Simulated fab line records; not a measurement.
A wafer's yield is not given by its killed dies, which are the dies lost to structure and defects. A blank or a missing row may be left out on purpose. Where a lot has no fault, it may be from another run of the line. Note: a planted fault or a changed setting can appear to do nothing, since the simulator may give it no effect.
What tool caused it? || flow gf180mcu || Sampling: 12 lots, 36 wafers, 5 of 602 route steps

WHAT THE GAUGES SHOWED, per wafer
GF_V5_THK_MEAS_03.
{"lot": "L894", "measured": "day 26 10:34", "on": "film_metro-02", "V5_CVD_02_THK (nm)": "1446 1469 1490"}
{"lot": "L895", "measured": "day 26 17:10", "on": "film_metro-03", "V5_CVD_02_THK (nm)": "1415 1461 1446"}
{"lot": "L896", "measured": "day 27 00:08", "on": "film_metro-02", "V5_CVD_02_THK (nm)": "1419 1467 1441"}
{"lot": "L897", "measured": "day 27 08:59", "on": "film_metro-02", "V5_CVD_02_THK (nm)": "1434 1437 1452"}
{"lot": "L898", "measured": "day 27 17:56", "on": "film_metro-02", "V5_CVD_02_THK (nm)": "1457 1471 1451"}
{"lot": "L899", "measured": "day 28 03:01", "on": "film_metro-03", "V5_CVD_02_THK (nm)": "1451 1445 1452"}
{"lot": "L900", "measured": "day 28 05:38", "on": "film_metro-01", "V5_CVD_02_THK (nm)": "1461 1472 1471"}
{"lot": "L902", "measured": "day 29 01:31", "on": "film_metro-03", "V5_CVD_02_THK (nm)": "1466 1457 1460"}
{"lot": "L904", "measured": "day 29 09:49", "on": "film_metro-03", "V5_CVD_02_THK (nm)": "1482 1504 1498"}
{"lot": "L907", "measured": "day 30 08:52", "on": "film_metro-02", "V5_CVD_02_THK (nm)": "1420 1425 1444"}
{"lot": "L913", "measured": "day 32 00:35", "on": "film_metro-01", "V5_CVD_02_THK (nm)": "1464 1118 1495"}
{"lot": "L914", "measured": "day 32 06:46", "on": "film_metro-02", "V5_CVD_02_THK (nm)": "1137 1493 1484"}

WHICH TOOL RAN EACH LOT (tool, then ch and the chambers of the sampled wafers, then the start)
{"lot": "L894", "GF_V4_CMP_26": "cmp-02 ch 1,2, day 24 14:43", "GF_MIM_SPUTTER_01": "pvd_sputter-02, day 24 15:07", "GF_MIM_SPUTTER_07": "pvd_sputter-04, day 24 15:20", "GF_V5_CVD_02": "pecvd-03 ch 1,2, day 26 10:27"}
{"lot": "L895", "GF_V4_CMP_26": "cmp-02 ch 0,3, day 24 21:01", "GF_MIM_SPUTTER_01": "pvd_sputter-02, day 24 21:25", "GF_MIM_SPUTTER_07": "pvd_sputter-01, day 24 21:37", "GF_V5_CVD_02": "pecvd-01 ch 0,2, day 26 17:03"}
{"lot": "L896", "GF_V4_CMP_26": "cmp-02 ch 1,2,3, day 25 03:34", "GF_MIM_SPUTTER_01": "pvd_sputter-01, day 25 03:58", "GF_MIM_SPUTTER_07": "pvd_sputter-02, day 25 04:11", "GF_V5_CVD_02": "pecvd-01 ch 0,1,2, day 27 00:02"}
{"lot": "L897", "GF_V4_CMP_26": "cmp-02 ch 0,2,3, day 25 12:52", "GF_MIM_SPUTTER_01": "pvd_sputter-01, day 25 13:16", "GF_MIM_SPUTTER_07": "pvd_sputter-04, day 25 13:29", "GF_V5_CVD_02": "pecvd-01 ch 0,1, day 27 08:53"}
{"lot": "L898", "GF_V4_CMP_26": "cmp-02 ch 1,3, day 25 23:01", "GF_MIM_SPUTTER_01": "pvd_sputter-04, day 25 23:25", "GF_MIM_SPUTTER_07": "pvd_sputter-02, day 25 23:38", "GF_V5_CVD_02": "pecvd-01 ch 0,1, day 27 17:48"}
{"lot": "L899", "GF_V4_CMP_26": "cmp-01 ch 0,1,2, day 26 08:22", "GF_MIM_SPUTTER_01": "pvd_sputter-02, day 26 08:46", "GF_MIM_SPUTTER_07": "pvd_sputter-04, day 26 08:59", "GF_V5_CVD_02": "pecvd-02 ch 0,1, day 28 02:54"}
{"lot": "L900", "GF_V4_CMP_26": "cmp-02 ch 0,2, day 26 10:56", "GF_MIM_SPUTTER_01": "pvd_sputter-01, day 26 11:17", "GF_MIM_SPUTTER_07": "pvd_sputter-04, day 26 11:29", "GF_V5_CVD_02": "pecvd-03 ch 1,2, day 28 05:32"}
{"lot": "L902", "GF_V4_CMP_26": "cmp-02 ch 0,1,3, day 27 07:49", "GF_MIM_SPUTTER_01": "pvd_sputter-04, day 27 08:13", "GF_MIM_SPUTTER_07": "pvd_sputter-01, day 27 08:26", "GF_V5_CVD_02": "pecvd-03 ch 0,1,2, day 29 01:22"}
{"lot": "L904", "GF_V4_CMP_26": "cmp-01 ch 1,2,3, day 27 16:43", "GF_MIM_SPUTTER_01": "pvd_sputter-02, day 27 17:07", "GF_MIM_SPUTTER_07": "pvd_sputter-04, day 27 17:20", "GF_V5_CVD_02": "pecvd-03 ch 0,1, day 29 09:42"}
{"lot": "L907", "GF_V4_CMP_26": "cmp-01 ch 0,2, day 28 17:37", "GF_MIM_SPUTTER_01": "pvd_sputter-04, day 28 18:01", "GF_MIM_SPUTTER_07": "pvd_sputter-01, day 28 18:14", "GF_V5_CVD_02": "pecvd-01 ch 0,2, day 30 08:45"}
{"lot": "L913", "GF_V4_CMP_26": "cmp-01 ch 0,1, day 30 11:49", "GF_MIM_SPUTTER_01": "pvd_sputter-02, day 30 12:13", "GF_MIM_SPUTTER_07": "pvd_sputter-04, day 30 12:27", "GF_V5_CVD_02": "pecvd-03 ch 0,1,2, day 32 00:30"}
{"lot": "L914", "GF_V4_CMP_26": "cmp-02 ch 0,2,3, day 30 17:07", "GF_MIM_SPUTTER_01": "pvd_sputter-04, day 30 17:31", "GF_MIM_SPUTTER_07": "pvd_sputter-01, day 30 17:44", "GF_V5_CVD_02": "pecvd-03 ch 0,1,2, day 32 06:39"}
- GF_V4_CMP_26: polishes, stops on SiO2, t overpolish 15 s, target thk 0 nm.
- GF_MIM_SPUTTER_01: material TiN, target thk 30 nm, time 25 s.
- GF_MIM_SPUTTER_07: material TiN, target thk 60 nm, time 50 s.
- GF_V5_CVD_02: deposits SiO2 from TEOS, target thk 1450 nm, time 163.28 s.

WHAT THE TOOLS THEMSELVES READ (means of the sampled wafers that have a number; where no wafer has one, the mark that the record gives instead)
GF_V4_CMP_26.
{"lot": "L894", "tool": "cmp-02", "motor_current_A (A)": 11.4, "overpolish_run_s (s)": 15.004, "time_to_endpoint_s (s)": 89}
{"lot": "L895", "tool": "cmp-02", "motor_current_A (A)": 11.7, "overpolish_run_s (s)": 14.990, "time_to_endpoint_s (s)": 81}
{"lot": "L896", "tool": "cmp-02", "motor_current_A (A)": 11.0, "overpolish_run_s (s)": 15.000, "time_to_endpoint_s (s)": 87}
{"lot": "L897", "tool": "cmp-02", "motor_current_A (A)": 11.7, "overpolish_run_s (s)": 14.997, "time_to_endpoint_s (s)": 81}
{"lot": "L898", "tool": "cmp-02", "motor_current_A (A)": 11.7, "overpolish_run_s (s)": 14.999, "time_to_endpoint_s (s)": 88}
{"lot": "L899", "tool": "cmp-01", "motor_current_A (A)": 11.1, "overpolish_run_s (s)": 14.999, "time_to_endpoint_s (s)": 83}
{"lot": "L900", "tool": "cmp-02", "motor_current_A (A)": 11.1, "overpolish_run_s (s)": 15.003, "time_to_endpoint_s (s)": 83}
{"lot": "L902", "tool": "cmp-02", "motor_current_A (A)": 11.1, "overpolish_run_s (s)": 14.996, "time_to_endpoint_s (s)": 87}
{"lot": "L904", "tool": "cmp-01", "motor_current_A (A)": 12.5, "overpolish_run_s (s)": 14.998, "time_to_endpoint_s (s)": 78}
{"lot": "L907", "tool": "cmp-01", "motor_current_A (A)": 10.4, "overpolish_run_s (s)": 15.008, "time_to_endpoint_s (s)": 80}
{"lot": "L913", "tool": "cmp-01", "motor_current_A (A)": 10.3, "overpolish_run_s (s)": 14.998, "time_to_endpoint_s (s)": 82}
{"lot": "L914", "tool": "cmp-02", "motor_current_A (A)": 11.6, "overpolish_run_s (s)": 15.006, "time_to_endpoint_s (s)": 79}

GF_MIM_SPUTTER_01.
{"lot": "L894", "tool": "pvd_sputter-02", "throttle_valve_pct (%)": 29.9}
{"lot": "L895", "tool": "pvd_sputter-02", "throttle_valve_pct (%)": 30.2}
{"lot": "L896", "tool": "pvd_sputter-01", "throttle_valve_pct (%)": 30.4}
{"lot": "L897", "tool": "pvd_sputter-01", "throttle_valve_pct (%)": 30.8}
{"lot": "L898", "tool": "pvd_sputter-04", "throttle_valve_pct (%)": 30.2}
{"lot": "L899", "tool": "pvd_sputter-02", "throttle_valve_pct (%)": 30.6}
{"lot": "L900", "tool": "pvd_sputter-01", "throttle_valve_pct (%)": 31.1}
{"lot": "L902", "tool": "pvd_sputter-04", "throttle_valve_pct (%)": 30.4}
{"lot": "L904", "tool": "pvd_sputter-02", "throttle_valve_pct (%)": 30.3}
{"lot": "L907", "tool": "pvd_sputter-04", "throttle_valve_pct (%)": 29.2}
{"lot": "L913", "tool": "pvd_sputter-02", "throttle_valve_pct (%)": 30.2}
{"lot": "L914", "tool": "pvd_sputter-04", "throttle_valve_pct (%)": 29.1}

GF_MIM_SPUTTER_07.
{"lot": "L894", "tool": "pvd_sputter-04", "throttle_valve_pct (%)": 30.8}
{"lot": "L895", "tool": "pvd_sputter-01", "throttle_valve_pct (%)": 29.9}
{"lot": "L896", "tool": "pvd_sputter-02", "throttle_valve_pct (%)": 30.3}
{"lot": "L897", "tool": "pvd_sputter-04", "throttle_valve_pct (%)": 30.5}
{"lot": "L898", "tool": "pvd_sputter-02", "throttle_valve_pct (%)": 30.6}
{"lot": "L899", "tool": "pvd_sputter-04", "throttle_valve_pct (%)": 29.3}
{"lot": "L900", "tool": "pvd_sputter-04", "throttle_valve_pct (%)": 30.6}
{"lot": "L902", "tool": "pvd_sputter-01", "throttle_valve_pct (%)": 30.0}
{"lot": "L904", "tool": "pvd_sputter-04", "throttle_valve_pct (%)": 30.4}
{"lot": "L907", "tool": "pvd_sputter-01", "throttle_valve_pct (%)": 30.7}
{"lot": "L913", "tool": "pvd_sputter-04", "throttle_valve_pct (%)": 30.4}
{"lot": "L914", "tool": "pvd_sputter-01", "throttle_valve_pct (%)": 30.7}

GF_V5_CVD_02.
{"lot": "L894", "tool": "pecvd-03", "heater_power_w (W)": 596}
{"lot": "L895", "tool": "pecvd-01", "heater_power_w (W)": 605}
{"lot": "L896", "tool": "pecvd-01", "heater_power_w (W)": 681}
{"lot": "L897", "tool": "pecvd-01", "heater_power_w (W)": 666}
{"lot": "L898", "tool": "pecvd-01", "heater_power_w (W)": 651}
{"lot": "L899", "tool": "pecvd-02", "heater_power_w (W)": 680}
{"lot": "L900", "tool": "pecvd-03", "heater_power_w (W)": 513}
{"lot": "L902", "tool": "pecvd-03", "heater_power_w (W)": 620}
{"lot": "L904", "tool": "pecvd-03", "heater_power_w (W)": 701}
{"lot": "L907", "tool": "pecvd-01", "heater_power_w (W)": 532}
{"lot": "L913", "tool": "pecvd-03", "heater_power_w (W)": 557}
{"lot": "L914", "tool": "pecvd-03", "heater_power_w (W)": 607}

THE ANSWER, worked out from the rows above alone
Rule: what is usual is taken from the lots themselves. The widest of any qualifying gaps counts: lots, ordered by their means at a reading, are off when they make up no more than a third of the lots, leave a main group of 4 or more, and stand apart from it by 3 or more times the standard deviation of that group's means. A main group whose means are all the same, to the digits that the tables above print for the reading, isn't used. A lot without any number at a reading at which 4 lots or more have one is off too. The other lots that the step has rows for count as sound. First the gauges in route order, then the tools' own readings, where a lot's mean is used as printed above. The first step at which some lot is off is used, and at that step the reading that is off furthest; a lot without a number counts as furthest.
Off: at GF_V5_THK_MEAS_03 (V5_CVD_02_THK), L913, L914. The main group: mean 1455 nm, standard deviation 18.
If a tool, at a process step before that reading, ran all the lots that are off and no sound lot after the first of them, it fits. Those tools and the gauges at GF_V5_THK_MEAS_03 are tried in the same way. One candidate fits, namely pecvd-03 at GF_V5_CVD_02. A fault onset in the window from L904 (day 29 09:42, its last sound lot) to L913 (day 32 00:30, its first lot off) fits.

WHAT HAD BEEN PUT IN BY THE SIMULATOR
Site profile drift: pecvd-03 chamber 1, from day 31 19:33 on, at GF_V5_CVD_02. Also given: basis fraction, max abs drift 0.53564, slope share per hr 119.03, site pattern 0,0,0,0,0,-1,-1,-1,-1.
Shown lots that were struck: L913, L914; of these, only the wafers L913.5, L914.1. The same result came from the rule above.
